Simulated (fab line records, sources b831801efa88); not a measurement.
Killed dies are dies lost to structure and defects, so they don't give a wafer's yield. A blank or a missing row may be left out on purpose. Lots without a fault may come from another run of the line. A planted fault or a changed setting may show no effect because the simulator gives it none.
fab line records | flow sky130
record lots=14 wafers=42 last_day=50
route steps=708 shown METAL5@676
lots that met no fault: from a run of the same line without faults
start_h: hours from the record's first day to the start of the lot's first wafer shown | wait_h: hours since the lot's step before | " the same as in the row above | L1.1+2: a row that stands for several wafers | - no value, or no start given | * or withheld: withheld | < > ~ a bound
route shown NAME@n: a module of which the file shows steps, and the number in the route of the first | usual: mean/standard deviation of fault-free wafers | same: alike in all rows | chamber/n: place in a boat | sites: the reading at each site | _std_site: their standard deviation | _edge_site: outer sites' mean less inner sites' | radius_mm: how far each site lies from the wafer's centre | mask NAME#n: copy n | behind: the tool/chamber that last shaped the wafer | hold: why the lot was held/for how many hours/how that ended | device: the transistor (n, p or np) that didn't switch | end of line: the same wafers' tests at the end of the route | a step without rows: its recipe alone | killed: dies lost to structure and defects at the first sort, not the wafer's yield | map: a wafer's dies, x killed, . not, _ none there
set.NAME: the setting as run; set.NAME@STEP: as run at that earlier step | model.NAME: the simulator's own value behind a step, which no gauge read
steps of the route over a sample of lots; a table a step, a row a wafer
services: from which hour (start_h, from the record's first day; less than 0 if before it) a tool's chamber was out of use, for how many hours, and why
## steps
# step SKY_METAL5_METAL_ETCH_15
# recipe target_depth_a=12600 stop_on=SiO2 over_etch_frac=0.2 time_s=252 chemistry=Cl2/BCl3 resist_sidewall_deg=86 pressure_mtorr=10 icp_w=900 bias_w=48.5 Cl2_flow_sccm=60 bcl3_flow_sccm=30
# usual bcl3_flow_sccm=30.01/0.092 bias_w=48.52/0.14 drypump_motor_current_A=5.7/0.35 oes_product_au=0.894/0.005 rf_fwd_power_W=897.4/3 throttle_valve_pct=22.264/0.0089
# columns lot.wafer tool chamber start_h wait_h bcl3_flow_sccm bias_w drypump_motor_current_A oes_product_au rf_fwd_power_W rf_hours_counter_h throttle_valve_pct
L929.2 rie_metal-02 1 1030.07 0.0 30.02 48.68 5.8 0.885 896.1 9 22.260
L929.3 " 1 " " 30.02 48.48 5.8 0.896 890.4 - 22.270
L929.5 " 0 " " 29.99 48.51 5.7 0.890 893.0 - 22.249
L930.1 rie_metal-03 1 1036.71 0.0 29.91 48.26 6.2 0.902 896.6 12 22.266
L930.2 " 0 " " 30.08 48.48 5.3 0.896 897.4 16 22.270
L930.6 " 0 " " 30.06 48.51 5.3 0.899 899.2 - 22.273
L931.2 rie_metal-03 0 1045.51 0.0 29.98 48.53 5.3 0.887 895.9 16 22.256
L931.4 " 1 " " 29.99 48.70 6.2 0.899 893.8 - 22.264
L931.6 " 1 " " 30.07 48.43 6.2 0.891 896.6 - 22.251
L932.1 rie_metal-02 1 1056.48 0.0 30.06 48.67 5.8 0.887 900.5 11 22.279
L932.5 " 0 " " 29.99 48.50 5.7 0.889 898.7 - 22.280
L932.6 " 1 " " 30.00 48.62 5.8 0.897 900.1 - 22.258
L933.1 rie_metal-02 0 1059.08 0.0 30.06 48.45 5.7 0.894 894.8 13 22.259
L933.3 " 0 " " 30.15 48.45 5.7 0.894 900.9 - 22.254
L933.4 " 1 " " 30.04 48.35 5.8 0.897 901.1 - 22.272
L936.3 rie_metal-03 1 1074.85 0.1 30.14 48.51 6.2 0.898 898.9 - 22.262
L936.4 " 0 " " 30.00 48.74 5.3 0.886 899.8 - 22.263
L936.6 " 1 " " 30.05 48.46 6.2 0.895 895.1 - 22.261
L939.2 rie_metal-02 0 1102.72 0.0 30.02 48.58 5.7 0.902 895.8 16 22.266
L939.4 " 1 " " 30.04 48.67 5.8 0.888 893.8 - 22.268
L939.6 " 0 " " 30.03 48.59 5.7 0.897 898.2 - 22.259
L940.1 rie_metal-04 0 1104.18 0.0 29.93 48.33 5.8 0.893 899.7 20 22.269
L940.4 " 1 " " 29.94 48.53 5.0 0.890 896.2 - 22.268
L940.5 " 0 " " 30.05 48.37 5.9 0.890 901.6 - 22.282
L941.4 rie_metal-03 1 1109.14 0.1 29.88 48.59 6.2 0.898 899.7 - 22.270
L941.5 " 0 " " 30.03 48.78 5.3 0.894 902.8 - 22.274
L941.6 " 1 " " 29.95 48.29 6.2 0.893 898.7 - 22.258
L942.4 rie_metal-04 1 1117.10 0.1 29.95 48.33 4.9 0.885 899.0 - 22.250
L942.5 " 1 " " 29.83 48.40 4.9 0.888 898.3 - 22.258
L942.6 " 0 " " 29.85 48.35 5.8 0.893 893.0 - 22.258
L944.1 rie_metal-02 1 1124.76 0.0 - - - - - - -
L944.5 " 0 " " - - - - - - -
L944.6 " 1 " " - - - - - - -
L943.2 rie_metal-04 0 1125.86 0.0 - - - - - - -
L943.4 " 1 " " - - - - - - -
L943.6 " 1 " " - - - - - - -
L951.1 rie_metal-04 1 1156.61 0.0 30.16 48.35 5.0 0.890 898.1 22 22.273
L951.4 " 0 " " 30.11 48.66 5.8 0.899 899.5 - 22.265
L951.5 " 1 " " 30.17 48.39 5.0 0.900 900.3 - 22.266
L950.2 rie_metal-02 1 1161.62 0.0 29.95 48.41 5.8 0.893 895.7 19 22.244
L950.3 " 0 " " 30.04 48.76 5.7 0.890 899.3 - 22.254
L950.4 " 1 " " 30.03 48.45 5.8 0.892 896.3 - 22.258
# step SKY_METAL5_STRIP_16
# recipe chemistry=O2/N2 power_w=1400 pressure_mtorr=1500 platen_temp_c=withheld o2_flow_sccm=3000 n2_flow_sccm=300 overash_fraction=0.5
# usual drypump_motor_current_A=5.9/0.3 oes_product_au=0.711/0.0045 strip_time_to_endpoint_s=13.08/0.13
# columns lot.wafer tool chamber start_h wait_h drypump_motor_current_A oes_product_au rf_hours_counter_h strip_time_to_endpoint_s
L929.2 plasma_asher-02 1 1030.30 0.2 5.7 0.708 89 13.01
L929.3 " 1 " " 5.7 0.709 - 13.11
L929.5 " 1 " " 5.7 0.706 - 13.04
L930.1 plasma_asher-01 0 1036.94 0.2 5.6 0.700 30 13.22
L930.2 " 1 " " 6.0 0.709 30 12.85
L930.6 " 1 " " 6.0 0.710 - 12.89
L931.2 plasma_asher-03 0 1045.74 0.2 6.4 0.705 120 12.84
L931.4 " 1 " " 6.0 0.714 - 13.12
L931.6 " 0 " " 6.4 0.704 - 13.10
L932.1 plasma_asher-01 0 1056.71 0.2 5.6 0.711 33 13.08
L932.5 " 0 " " 5.6 0.702 - 13.07
L932.6 " 1 " " 6.0 0.706 - 13.08
L933.1 plasma_asher-01 0 1059.31 0.2 5.6 0.711 33 13.02
L933.3 " 0 " " 5.6 0.712 - 13.08
L933.4 " 1 " " 6.0 0.716 - 13.13
L936.3 plasma_asher-03 1 1075.04 0.1 6.0 0.711 - 13.22
L936.4 " 0 " " 6.5 0.706 - 12.86
L936.6 " 0 " " 6.4 0.715 - 13.14
L939.2 plasma_asher-03 0 1102.95 0.2 6.4 0.717 3 13.19
L939.4 " 0 " " 6.5 0.711 - 13.06
L939.6 " 0 " " 6.5 0.714 - 13.23
L940.1 plasma_asher-01 1 1104.41 0.2 6.0 0.713 37 13.08
L940.4 " 0 " " 5.6 0.706 - 13.23
L940.5 " 0 " " 5.6 0.709 - 13.08
L941.4 plasma_asher-03 0 1109.33 0.1 6.4 0.704 - 13.16
L941.5 " 1 " " 6.0 0.709 - 13.00
L941.6 " 0 " " 6.4 0.713 - 13.27
L942.4 plasma_asher-02 0 1117.29 0.1 5.6 0.708 - 13.23
L942.5 " 1 " " 5.7 0.707 - 13.31
L942.6 " 0 " " 5.6 0.714 - 13.13
L944.1 plasma_asher-01 1 1124.99 0.2 6.0 0.715 39 21.59
L944.5 " 1 " " 6.0 0.714 - 21.60
L944.6 " 0 " " 5.5 0.714 - 21.57
L943.2 plasma_asher-01 0 1126.09 0.2 5.6 0.712 40 21.63
L943.4 " 1 " " 6.0 0.711 - 21.58
L943.6 " 1 " " 6.0 0.715 - 21.64
L951.1 plasma_asher-02 1 1156.84 0.2 5.7 0.716 100 13.23
L951.4 " 0 " " 5.6 0.714 - 12.95
L951.5 " 0 " " 5.6 0.711 - 13.10
L950.2 plasma_asher-02 0 1161.86 0.2 5.6 0.715 100 13.05
L950.3 " 0 " " 5.6 0.710 - 13.13
L950.4 " 1 " " 5.7 0.709 - 13.13
## services
# columns tool chamber start_h hours kind
rie_metal-04 - 1035.26 28.1 pm
plasma_asher-02 - 1035.97 21.6 pm
plasma_asher-03 - 1051.14 12.1 repair
plasma_asher-03 - 1063.28 9.0 pm
plasma_asher-03 0 1063.28 9.0 vent_cycle
plasma_asher-03 1 1063.28 9.0 vent_cycle
plasma_asher-03 0 1072.28 - clean
plasma_asher-03 1 1072.28 - clean
plasma_asher-01 - 1074.77 9.7 repair
plasma_asher-01 - 1097.23 0.4 repair
plasma_asher-02 - 1120.63 3.4 repair
plasma_asher-03 - 1151.94 1.8 repair
## key
first_sign step=SKY_METAL5_METAL_ETCH_15 reading=tool_record direction=missing
effect step=SKY_METAL5_STRIP_16 reading=strip_time_to_endpoint_s direction=up sigmas=66 usual=* struck=*
met_at SKY_METAL5_METAL_ETCH_15
struck_lots L943,L944
later_rows_left_out L943.2,L943.4,L943.6,L944.1,L944.5,L944.6
sort_left_out L943.2,L943.4,L943.6,L944.1,L944.5,L944.6
onset_between 1117.10 1124.76
fault kind=skipped_step_whole tool=rie_metal-02,rie_metal-04 chamber=- onset_h=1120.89 steps=SKY_METAL5_METAL_ETCH_15 scope=struck_lots_only
# sort_left_out: the simulated sort isn't trusted on such a fault, so these wafers' sort isn't shown, and their yield isn't known
# later_rows_left_out: the simulator's readings of these wafers behind a module that went badly wrong aren't trusted and aren't shown, but for the sort
